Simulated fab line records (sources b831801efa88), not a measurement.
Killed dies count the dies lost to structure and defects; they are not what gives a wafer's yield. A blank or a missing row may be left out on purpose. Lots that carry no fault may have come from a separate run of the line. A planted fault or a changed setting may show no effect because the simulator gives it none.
fab line records -- flow sky130
record: lots: 12, wafers: 36, last-day: 50
route steps=708 shown VT_ADJUST_PCH@153 SONOS_TUNNEL@166 GATE_OXIDE@189 SD_N@348 PAD_OPEN@708
lots with no fault: from the same line, run without faults
start-h: hours from the record's first day to the start of the lot's first wafer shown -- wait-h: how many hours have passed since the lot's step before this one -- " repeats the value in the row above -- L1.1+2: several wafers, shown together as one row -- - no value, or no start was given -- * or withheld: withheld -- < > ~ a bound
route shown NAME@n: names a module that has steps shown in the file, with the first one's number in the route -- usual: the fault-free wafers' mean and standard deviation -- same: alike in all rows -- chamber/n: place in a boat -- sites: readings site by site -- _std_site: standard deviation across them -- _edge_site: mean of outer sites minus mean of inner sites -- radius-mm: how far each site lies from the wafer's centre -- mask NAME#n: copy n -- behind: tool/chamber where the wafer was last shaped -- hold: what put the lot on hold/how long, in hours/how the hold closed -- device: which transistor (n, p or np) failed to switch -- end of line: the tests these same wafers got at the end of their route -- a step given without rows: its recipe and nothing more -- killed: dies that structure and defects cost at the first sort, which is not the same as the wafer's yield -- map: per-die view of a wafer (x killed, . not killed, _ where there is no die)
set.NAME: the setting the step ran with; set.NAME@STEP: the setting that earlier step ran with -- model.NAME: the simulator's own value behind a step, which no gauge read
a sample of lots followed through the steps of the route, with each step as a table and each wafer as a row
services: the hour from which a tool's chamber was out of use, counted from the record's first day as start-h (under 0 if before that day), plus the number of hours and why
== steps ==
step: SKY_VT_ADJUST_PCH_TW_MEAS_10
usual: VT_ADJUST_PCH_TW: 143.1/1.1
lot.wafer,tool,chamber,start-h,wait-h,VT_ADJUST_PCH_TW
L707.4,film-metro-04,-,229.20,0.1,143.1
L707.5,film-metro-04,-,229.20,0.1,142.1
L707.6,film-metro-04,-,229.20,0.1,142.5
L708.2,film-metro-01,-,242.83,0.1,145.7
L708.5,film-metro-01,-,242.83,0.1,145.2
L708.6,film-metro-01,-,242.83,0.1,145.4
L712.2,film-metro-04,-,268.50,0.1,142.3
L712.4,film-metro-04,-,268.50,0.1,142.6
L712.6,film-metro-04,-,268.50,0.1,143.1
L714.4,film-metro-01,-,284.98,0.1,145.4
L714.5,film-metro-01,-,284.98,0.1,144.8
L714.6,film-metro-01,-,284.98,0.1,144.5
L713.1,film-metro-04,-,285.05,0.1,142.6
L713.5,film-metro-04,-,285.05,0.1,142.0
L713.6,film-metro-04,-,285.05,0.1,142.2
L720.2,film-metro-04,-,324.41,0.1,143.3
L720.4,film-metro-04,-,324.41,0.1,143.4
L720.5,film-metro-04,-,324.41,0.1,143.3
L721.1,film-metro-03,-,336.77,0.1,141.6
L721.3,film-metro-03,-,336.77,0.1,142.0
L721.5,film-metro-03,-,336.77,0.1,141.6
L723.2,film-metro-04,-,346.70,0.1,142.8
L723.4,film-metro-04,-,346.70,0.1,142.7
L723.6,film-metro-04,-,346.70,0.1,144.0
L724.1,film-metro-01,-,363.09,0.1,144.5
L724.2,film-metro-01,-,363.09,0.1,144.3
L724.3,film-metro-01,-,363.09,0.1,144.1
L726.1,film-metro-03,-,375.90,0.1,141.7
L726.4,film-metro-03,-,375.90,0.1,141.9
L726.6,film-metro-03,-,375.90,0.1,141.9
L725.3,film-metro-01,-,377.94,0.1,144.1
L725.4,film-metro-01,-,377.94,0.1,143.8
L725.5,film-metro-01,-,377.94,0.1,143.3
L729.1,film-metro-03,-,398.95,0.1,142.6
L729.4,film-metro-03,-,398.95,0.1,142.7
L729.6,film-metro-03,-,398.95,0.1,142.5
step: SKY_SONOS_TUNNEL_TW_MEAS_12
usual: SONOS_TUNNEL_TW: 197.1/2
lot.wafer,tool,chamber,start-h,wait-h,SONOS_TUNNEL_TW
L707.4,film-metro-04,-,251.66,0.0,197.6
L707.5,film-metro-04,-,251.66,0.0,197.9
L707.6,film-metro-04,-,251.66,0.0,197.1
L708.2,film-metro-01,-,266.88,0.0,198.9
L708.5,film-metro-01,-,266.88,0.0,200.9
L708.6,film-metro-01,-,266.88,0.0,200.1
L712.2,film-metro-01,-,294.14,0.0,198.7
L712.4,film-metro-01,-,294.14,0.0,199.2
L712.6,film-metro-01,-,294.14,0.0,200.0
L714.4,film-metro-04,-,311.46,0.0,197.1
L714.5,film-metro-04,-,311.46,0.0,197.5
L714.6,film-metro-04,-,311.46,0.0,198.0
L713.1,film-metro-04,-,311.64,0.0,197.2
L713.5,film-metro-04,-,311.64,0.0,195.5
L713.6,film-metro-04,-,311.64,0.0,197.4
L720.2,film-metro-02,-,352.06,0.0,194.2
L720.4,film-metro-02,-,352.06,0.0,194.7
L720.5,film-metro-02,-,352.06,0.0,194.7
L721.1,film-metro-02,-,364.54,0.0,194.2
L721.3,film-metro-02,-,364.54,0.0,193.0
L721.5,film-metro-02,-,364.54,0.0,194.5
L723.2,film-metro-01,-,374.66,0.0,198.5
L723.4,film-metro-01,-,374.66,0.0,198.7
L723.6,film-metro-01,-,374.66,0.0,200.0
L724.1,film-metro-02,-,392.70,0.0,195.9
L724.2,film-metro-02,-,392.70,0.0,194.7
L724.3,film-metro-02,-,392.70,0.0,194.8
L726.1,film-metro-04,-,405.28,0.0,197.2
L726.4,film-metro-04,-,405.28,0.0,196.7
L726.6,film-metro-04,-,405.28,0.0,196.9
L725.3,film-metro-04,-,408.22,0.0,196.2
L725.4,film-metro-04,-,408.22,0.0,196.7
L725.5,film-metro-04,-,408.22,0.0,196.7
L729.1,film-metro-01,-,429.99,0.0,198.9
L729.4,film-metro-01,-,429.99,0.0,199.2
L729.6,film-metro-01,-,429.99,0.0,198.7
step: SKY_GATE_OXIDE_THK_MEAS_02
recipe: reads: SiO2_of_GATE_OXIDE_OXIDATION_01
usual: GATE_OXIDE_OXIDATION_00_THK: 10.27/0.2
lot.wafer,tool,chamber,start-h,wait-h,GATE_OXIDE_OXIDATION_00_THK[nm]
L707.4,film-metro-02,-,283.67,0.0,10.16
L707.5,film-metro-02,-,283.67,0.0,10.37
L707.6,film-metro-02,-,283.67,0.0,10.38
L708.2,film-metro-02,-,300.26,0.0,9.98
L708.5,film-metro-02,-,300.26,0.0,10.19
L708.6,film-metro-02,-,300.26,0.0,10.15
L712.2,film-metro-04,-,325.63,0.0,10.19
L712.4,film-metro-04,-,325.63,0.0,10.12
L712.6,film-metro-04,-,325.63,0.0,10.18
L714.4,film-metro-02,-,346.47,0.0,9.91
L714.5,film-metro-02,-,346.47,0.0,10.22
L714.6,film-metro-02,-,346.47,0.0,10.09
L713.1,film-metro-02,-,347.42,0.0,10.16
L713.5,film-metro-02,-,347.42,0.0,10.17
L713.6,film-metro-02,-,347.42,0.0,10.14
L720.2,film-metro-03,-,387.22,0.0,10.47
L720.4,film-metro-03,-,387.22,0.0,10.46
L720.5,film-metro-03,-,387.22,0.0,10.53
L721.1,film-metro-03,-,400.82,0.0,10.27
L721.3,film-metro-03,-,400.82,0.0,10.15
L721.5,film-metro-03,-,400.82,0.0,10.23
L723.2,film-metro-03,-,412.76,0.0,10.50
L723.4,film-metro-03,-,412.76,0.0,10.45
L723.6,film-metro-03,-,412.76,0.0,10.54
L724.1,film-metro-04,-,429.40,0.0,10.61
L724.2,film-metro-04,-,429.40,0.0,10.49
L724.3,film-metro-04,-,429.40,0.0,10.38
L726.1,film-metro-03,-,444.05,0.0,10.11
L726.4,film-metro-03,-,444.05,0.0,10.23
L726.6,film-metro-03,-,444.05,0.0,10.29
L725.3,film-metro-03,-,448.57,0.0,10.00
L725.4,film-metro-03,-,448.57,0.0,10.11
L725.5,film-metro-03,-,448.57,0.0,10.14
L729.1,film-metro-02,-,466.66,0.0,10.27
L729.4,film-metro-02,-,466.66,0.0,10.42
L729.6,film-metro-02,-,466.66,0.0,10.33
step: SKY_SD_N_DEVELOP_06
recipe: resist: NOVOLAK, developer: TMAH, develop-time-s: 60, dev-temp-c: 23
lot.wafer,tool,chamber,start-h,wait-h
L707.4+5+6,litho-track-04,0,646.68,0.1
L708.2+5+6,litho-track-04,0,666.13,0.1
L712.2+4+6,litho-track-04,0,694.08,0.1
L714.4+5+6,litho-track-04,0,714.48,0.1
L713.1+5+6,litho-track-04,0,717.80,0.1
L720.2+4+5,litho-track-01,0,754.86,0.1
L721.1+3+5,litho-track-01,0,764.08,0.1
L723.2+4+6,litho-track-04,0,775.38,0.1
L724.1+2+3,litho-track-01,0,794.03,0.1
L726.1+4+6,litho-track-04,0,801.60,0.1
L725.3+4+5,litho-track-03,0,805.42,0.1
L729.1+4+6,litho-track-03,0,820.37,0.1
step: SKY_SD_N_CD_MEAS_07
recipe: target-cd-nm: 380
usual: cd-nm: 380.5/2.3
lot.wafer,tool,chamber,start-h,wait-h,cd-nm
L707.4,cd-sem-01,-,646.81,0.1,381.0
L707.5,cd-sem-01,-,646.81,0.1,381.8
L707.6,cd-sem-01,-,646.81,0.1,381.1
L708.2,cd-sem-01,-,666.27,0.1,378.3
L708.5,cd-sem-01,-,666.27,0.1,379.1
L708.6,cd-sem-01,-,666.27,0.1,379.6
L712.2,cd-sem-02,-,694.22,0.1,380.5
L712.4,cd-sem-02,-,694.22,0.1,-
L712.6,cd-sem-02,-,694.22,0.1,379.9
L714.4,cd-sem-02,-,714.61,0.1,-
L714.5,cd-sem-02,-,714.61,0.1,-
L714.6,cd-sem-02,-,714.61,0.1,378.6
L713.1,cd-sem-02,-,717.95,0.1,380.3
L713.5,cd-sem-02,-,717.95,0.1,-
L713.6,cd-sem-02,-,717.95,0.1,383.0
L720.2,cd-sem-02,-,755.00,0.1,377.8
L720.4,cd-sem-02,-,755.00,0.1,378.2
L720.5,cd-sem-02,-,755.00,0.1,378.8
L721.1,cd-sem-01,-,764.23,0.1,380.3
L721.3,cd-sem-01,-,764.23,0.1,378.3
L721.5,cd-sem-01,-,764.23,0.1,380.2
L723.2,cd-sem-02,-,775.52,0.1,379.5
L723.4,cd-sem-02,-,775.52,0.1,378.8
L723.6,cd-sem-02,-,775.52,0.1,381.0
L724.1,cd-sem-01,-,794.18,0.1,384.7
L724.2,cd-sem-01,-,794.18,0.1,380.2
L724.3,cd-sem-01,-,794.18,0.1,384.2
L726.1,cd-sem-02,-,801.75,0.1,382.0
L726.4,cd-sem-02,-,801.75,0.1,383.7
L726.6,cd-sem-02,-,801.75,0.1,383.6
L725.3,cd-sem-01,-,805.56,0.1,381.8
L725.4,cd-sem-01,-,805.56,0.1,378.4
L725.5,cd-sem-01,-,805.56,0.1,379.4
L729.1,cd-sem-02,-,820.52,0.1,380.2
L729.4,cd-sem-02,-,820.52,0.1,380.8
L729.6,cd-sem-02,-,820.52,0.1,381.4
step: SKY_SD_N_OVL_MEAS_08
usual: SD_N_OVL: 0.6/1.4
lot.wafer,tool,chamber,start-h,wait-h,SD_N_OVL[nm]
L707.4,overlay-01,-,646.89,0.1,-0.7
L707.5,overlay-01,-,646.89,0.1,1.1
L707.6,overlay-01,-,646.89,0.1,1.6
L708.2,overlay-01,-,666.38,0.1,1.6
L708.5,overlay-01,-,666.38,0.1,-1.2
L708.6,overlay-01,-,666.38,0.1,-0.6
L712.2,overlay-01,-,694.33,0.1,-1.4
L712.4,overlay-01,-,694.33,0.1,-
L712.6,overlay-01,-,694.33,0.1,-0.5
L714.4,overlay-02,-,714.69,0.1,-
L714.5,overlay-02,-,714.69,0.1,-
L714.6,overlay-02,-,714.69,0.1,0.1
L713.1,overlay-02,-,718.07,0.1,0.2
L713.5,overlay-02,-,718.07,0.1,-
L713.6,overlay-02,-,718.07,0.1,0.8
L720.2,overlay-02,-,755.11,0.1,0.2
L720.4,overlay-02,-,755.11,0.1,0.0
L720.5,overlay-02,-,755.11,0.1,2.1
L721.1,overlay-02,-,764.35,0.1,-1.1
L721.3,overlay-02,-,764.35,0.1,0.0
L721.5,overlay-02,-,764.35,0.1,0.3
L723.2,overlay-02,-,775.63,0.1,1.6
L723.4,overlay-02,-,775.63,0.1,-0.5
L723.6,overlay-02,-,775.63,0.1,-0.4
L724.1,overlay-02,-,794.30,0.1,0.9
L724.2,overlay-02,-,794.30,0.1,0.4
L724.3,overlay-02,-,794.30,0.1,-1.4
L726.1,overlay-02,-,801.87,0.1,0.6
L726.4,overlay-02,-,801.87,0.1,-1.0
L726.6,overlay-02,-,801.87,0.1,0.0
L725.3,overlay-02,-,805.65,0.1,1.0
L725.4,overlay-02,-,805.65,0.1,-0.2
L725.5,overlay-02,-,805.65,0.1,2.5
L729.1,overlay-02,-,820.67,0.1,1.6
L729.4,overlay-02,-,820.67,0.1,0.6
L729.6,overlay-02,-,820.67,0.1,0.5
step: SKY_SD_N_TW_MEAS_12
usual: SD_N_TW: 3973/31
lot.wafer,tool,chamber,start-h,wait-h,SD_N_TW
L707.4,film-metro-03,-,647.34,0.1,3966
L707.5,film-metro-03,-,647.34,0.1,3990
L707.6,film-metro-03,-,647.34,0.1,3950
L708.2,film-metro-01,-,666.82,0.1,4001
L708.5,film-metro-01,-,666.82,0.1,3994
L708.6,film-metro-01,-,666.82,0.1,3976
L712.2,film-metro-01,-,694.81,0.1,4028
L712.4,film-metro-01,-,694.81,0.1,30
L712.6,film-metro-01,-,694.81,0.1,3996
L714.4,film-metro-03,-,715.14,0.1,30
L714.5,film-metro-03,-,715.14,0.1,30
L714.6,film-metro-03,-,715.14,0.1,3958
L713.1,film-metro-03,-,718.51,0.1,3980
L713.5,film-metro-03,-,718.51,0.1,30
L713.6,film-metro-03,-,718.51,0.1,3975
L720.2,film-metro-04,-,756.29,0.1,3912
L720.4,film-metro-04,-,756.29,0.1,3942
L720.5,film-metro-04,-,756.29,0.1,3928
L721.1,film-metro-03,-,764.79,0.1,3970
L721.3,film-metro-03,-,764.79,0.1,3972
L721.5,film-metro-03,-,764.79,0.1,3984
L723.2,film-metro-03,-,776.07,0.1,3946
L723.4,film-metro-03,-,776.07,0.1,3947
L723.6,film-metro-03,-,776.07,0.1,3952
L724.1,film-metro-03,-,794.74,0.1,3977
L724.2,film-metro-03,-,794.74,0.1,3969
L724.3,film-metro-03,-,794.74,0.1,3987
L726.1,film-metro-01,-,802.32,0.1,3994
L726.4,film-metro-01,-,802.32,0.1,4010
L726.6,film-metro-01,-,802.32,0.1,3991
L725.3,film-metro-01,-,806.10,0.1,4004
L725.4,film-metro-01,-,806.10,0.1,3985
L725.5,film-metro-01,-,806.10,0.1,3991
L729.1,film-metro-04,-,821.10,0.1,3991
L729.4,film-metro-04,-,821.10,0.1,4013
L729.6,film-metro-04,-,821.10,0.1,3973
step: SKY_PAD_OPEN_PROBE_99
usual: killed_at_M0_to_M3: 44/7, killed_at_M4_up: 3.0/1.7, killed-at-contacts: 24/5.2, killed-at-front-end: 15/4.8, killed-at-other: 0.2/0.56, killed-dies: 86/9.7, killed-on-rim: 17/4.1, killed-open: 47/7.1, killed-short: 39/6.3
same: gross-dies: 492, killed-at-back-side: 0
lot.wafer,tool,chamber,start-h,wait-h,killed_at_M0_to_M3,killed_at_M4_up,killed-at-contacts,killed-at-front-end,killed-at-other,killed-dies,killed-on-rim,killed-open,killed-short
L712.2,prober-01,-,1112.09,0.1,45,7,24,26,0,102,22,52,50
L712.4,prober-01,-,1112.19,0.2,50,2,20,420,0,492,96,47,43
L712.6,prober-01,-,1112.29,0.2,42,1,22,9,0,74,17,43,31
L714.4,prober-02,-,1128.03,0.2,44,2,32,414,0,492,96,53,34
L714.5,prober-02,-,1128.08,0.2,50,2,29,411,0,492,96,51,37
L714.6,prober-02,-,1128.13,0.2,55,4,21,14,0,94,25,50,43
L713.1,prober-01,-,1130.08,0.1,34,1,31,7,1,74,17,49,25
L713.5,prober-01,-,1130.28,0.2,42,6,20,424,0,492,96,41,41
L713.6,prober-01,-,1130.33,0.2,37,3,30,9,0,79,15,48,31
killed by level:class
L712.2 CONTACT:geometric-particle:open=10 FIELD_ISO:geometric-particle:open=8 VIA1:geometric-particle:short=7 METAL2:geometric-particle:short=7 CONTACT:geometric-particle:short=5 METAL1:geometric-particle:short=5 VIA1:geometric-particle:open=5 VIA3:geometric-particle:open=5
L712.4 SD_N:area-develop=402 VIA1:geometric-particle:open=10 VIA3:geometric-particle:open=10 METAL1:geometric-particle:short=8 FIELD_ISO:geometric-particle:open=6 CONTACT:geometric-particle:open=6 FIELD_ISO:geometric-particle:short=5 LI_CONTACT:geometric-particle:short=4
L712.6 VIA3:geometric-particle:open=9 VIA1:geometric-particle:open=9 CONTACT:geometric-particle:open=8 METAL1:geometric-particle:short=5 VIA2:geometric-particle:open=5 FIELD_ISO:geometric-particle:open=4 CONTACT:geometric-particle:short=4 LOCAL_INTERCONNECT:geometric-particle:short=3
L714.4 SD_N:area-develop=405 CONTACT:geometric-particle:open=11 VIA1:geometric-particle:open=11 VIA3:geometric-particle:open=7 LI_CONTACT:geometric-particle:open=6 VIA1:geometric-particle:short=6 LI_CONTACT:geometric-particle:short=5 LOCAL_INTERCONNECT:geometric-particle:short=5
L714.5 SD_N:area-develop=404 VIA1:geometric-particle:open=13 LI_CONTACT:geometric-particle:open=10 CONTACT:geometric-particle:open=8 VIA1:geometric-particle:short=8 VIA3:geometric-particle:open=7 LOCAL_INTERCONNECT:geometric-particle:short=5 VIA2:geometric-particle:short=5
L714.6 VIA3:geometric-particle:open=11 VIA1:geometric-particle:open=11 VIA2:geometric-particle:open=7 CONTACT:geometric-particle:open=6 METAL1:geometric-particle:short=6 FIELD_ISO:geometric-particle:open=5 FIELD_ISO:geometric-particle:short=5 LI_CONTACT:geometric-particle:short=4
L713.1 LI_CONTACT:geometric-particle:open=13 VIA1:geometric-particle:open=11 CONTACT:geometric-particle:open=8 VIA2:geometric-particle:open=7 CONTACT:geometric-particle:short=6 VIA3:geometric-particle:open=6 METAL2:geometric-particle:short=4 LOCAL_INTERCONNECT:geometric-particle:short=3
L713.5 SD_N:area-develop=410 METAL2:geometric-particle:short=10 VIA1:geometric-particle:open=9 CONTACT:geometric-particle:open=6 CONTACT:geometric-particle:short=6 VIA2:geometric-particle:open=6 METAL1:geometric-particle:short=5 FIELD_ISO:geometric-particle:open=4
L713.6 CONTACT:geometric-particle:open=11 LI_CONTACT:geometric-particle:open=8 VIA3:geometric-particle:open=8 VIA1:geometric-particle:open=7 LI_CONTACT:geometric-particle:short=5 VIA2:geometric-particle:open=5 VIA1:geometric-particle:short=4 VIA2:geometric-particle:short=4
== services ==
tool,chamber,start-h,hours,kind
litho-track-04,-,703.06,-,consumable-replace:filter
litho-track-03,-,789.14,-,consumable-replace:filter
== key ==
first-sign: step: SKY_SD_N_CD_MEAS_07, reading: cd-nm, direction: missing
effect: step: SKY_SD_N_OVL_MEAS_08, reading: SD_N_OVL, direction: missing
effect: step: SKY_SD_N_TW_MEAS_12, reading: SD_N_TW, direction: down, sigmas: 99+, usual: 3973, struck: 30
effect: step: SKY_PAD_OPEN_PROBE_99, reading: killed-at-front-end, direction: up, sigmas: 84, usual: 15, struck: 417
more-kills-born-at: SKY_SD_N_DEVELOP_06@litho-track-04: 1621
met-at SKY_SD_N_DEVELOP_06
struck-lots L712,L713,L714
struck-wafers L712.4,L713.5,L714.4,L714.5
tester-left-out L712,L713,L714
not-acting-at SKY_VT_ADJUST_PCH_TW_MEAS_10,SKY_SONOS_TUNNEL_TW_MEAS_12,SKY_GATE_OXIDE_THK_MEAS_02
onset-between 666.13 694.08
fault: kind: process-parameter-drift, tool: litho-track-04, chamber: -, onset-h: 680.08, steps: SKY_SD_N_DEVELOP_06, channel: develop-time-s, offset: *, shape: step, end-h: 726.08, scope: struck-wafers-only, acts-in: *, stated: *
tester-left-out: of these lots the tester's yield and bins aren't shown, on N5 and GAA mostly nor the transistor test; their killed dies are dies lost to structure and defects alone, not to doping, threshold or leakage, so they don't give the yield
